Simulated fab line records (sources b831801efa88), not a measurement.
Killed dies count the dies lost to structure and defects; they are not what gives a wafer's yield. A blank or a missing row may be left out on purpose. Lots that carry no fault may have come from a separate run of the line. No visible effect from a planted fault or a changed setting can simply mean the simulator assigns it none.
A struck lot beside a sound one + flow sky130 + 16 steps out of a route of 708
Sound: wafers L483.1, L483.4, L483.6. Struck: wafer L494.5. (L494.3, L494.4 of the same lot were not struck and are left out.) The cause comes at the end.
Order at every step that has rows: each side's tool, ch and its chambers, its first start. Under that, the readings that differ: sound wafers + struck wafers + difference of the means + sigmas: that difference in standard deviations of wafers without a fault.
alike: same words and numbers on both sides, and readings whose means sit less than 2 such deviations apart. not compared: any withheld reading, any reading some wafer has no value for, any bound like >300 that may hide the same value, and any number with overlapping values for which the record gives no deviation.
The two part at a step that has a row with sigmas, a row that says differs or no value, or rows on one side only. When numbers do not overlap yet have no deviation, they are printed without sigmas and do not part them. A reading missing from all wafers of one side parts the sides only when that side holds two or more wafers.

SKY_LI_CONTACT_BOW_MEAS_03:
  sound: film metro-04 at day 28 20:56; struck: film metro-04 at day 33 08:24
  alike: LI_CONTACT_BOW
then, 8 steps without rows for these wafers: SKY_LI_CONTACT_DEHYDRATE_04 (time 60 s); SKY_LI_CONTACT_HMDS_05 (prime time 60 s); SKY_LI_CONTACT_COAT_06 (resist thk 60 nm); SKY_LI_CONTACT_COAT_07 (resist thk 450 nm); SKY_LI_CONTACT_SOFTBAKE_08 (time 90 s); SKY_LI_CONTACT_EXPOSE_09 (exposes mask LICM1, target cd 170 nm); SKY_LI_CONTACT_PEB_10; SKY_LI_CONTACT_DEVELOP_11 (develop time 60 s).
SKY_LI_CONTACT_CD_MEAS_12 targets a cd of 170 nm.
  sound: cd sem-01 at day 30 01:01; struck: cd sem-01 at day 34 10:37
  alike: cd nm
SKY_LI_CONTACT_OVL_MEAS_13:
  sound: overlay-02 at day 30 01:08; struck: overlay-01 at day 34 10:42
  alike: LI_CONTACT_OVL
SKY_LI_CONTACT_ETCH_14: etches BARC in N2/H2, stops on SiO2, time 45.9 s, target depth 60 nm.
  sound on rie diel-01 ch 0,2, day 30 01:11; struck on rie diel-01 ch 1, day 34 10:44
  alike: bias w, drypump motor current A, oes product au, throttle valve pct
  not compared: rf hours counter h
SKY_LI_CONTACT_ETCH_15: etches PSG in C4F8/O2/Ar, stops on Si, target depth 600 nm.
  sound on rie diel-01 ch 0,2, day 30 01:13; struck on rie diel-01 ch 1, day 34 10:46
| reading                                           | sound          | struck | difference | sigmas |
|---------------------------------------------------|----------------|--------|------------|--------|
| bias w (W)                                        | 1203 1201 1207 | 941    | -263       | -66    |
| model.KrF-thick_of_LI_CONTACT_COAT_07.thk nm (nm) | 228.3 228 228  | 243.6  | +15.5      |        |
  alike: oes product au
SKY_LI_CONTACT_STRIP_16: strips in O2/N2.
  sound on plasma asher-02 ch 1, day 30 01:19; struck on plasma asher-03 ch 1, day 34 10:53
| reading                      | sound             | struck | difference | sigmas |
|------------------------------|-------------------|--------|------------|--------|
| strip time to endpoint s (s) | 3.467 3.451 3.459 | 3.621  | +0.162     | +6     |
  alike: drypump motor current A, oes product au
  not compared: rf hours counter h
then, 1 step without rows for these wafers: SKY_LI_CONTACT_CLEAN_17 (cleans in NMP, time 600 s).
-- the record jumps here: 15 days lie between the struck wafers' starts before and after (it left off in module LI_CONTACT and takes up again in module PAD_OPEN, whose first step shown is number 708 of the route) --
SKY_PAD_OPEN_PROBE_99:
  sound: prober-02 at day 46 12:15; struck: prober-02 at day 49 13:02
| reading                        | sound             | struck | difference | sigmas |
|--------------------------------|-------------------|--------|------------|--------|
| model.etest.licon pdiff.rc ohm | 579.6 589.7 576   | 626.2  | +44.4      |        |
| model.etest.licon ndiff.rc ohm | 180.4 176.3 184.1 | 197.2  | +16.9      |        |
| model.etest.licon poly.rc ohm  | 148.8 156.8 151.7 | 161.9  | +9.5       |        |
  alike: killed_at_M0_to_M3, killed_at_M4_up, killed at contacts, killed at front end, killed at other, killed dies, killed open, killed short

WHERE THEY PART
First at SKY_LI_CONTACT_ETCH_15; last, within this record, at SKY_LI_CONTACT_STRIP_16. Later steps at which nothing parts them and some readings are alike: SKY_PAD_OPEN_PROBE_99.

WHY: what the simulator had put in
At SKY_LI_CONTACT_ETCH_15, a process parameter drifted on rie diel-01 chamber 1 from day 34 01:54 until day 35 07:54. Setting bias w shifted by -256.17 from 1200. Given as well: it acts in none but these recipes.
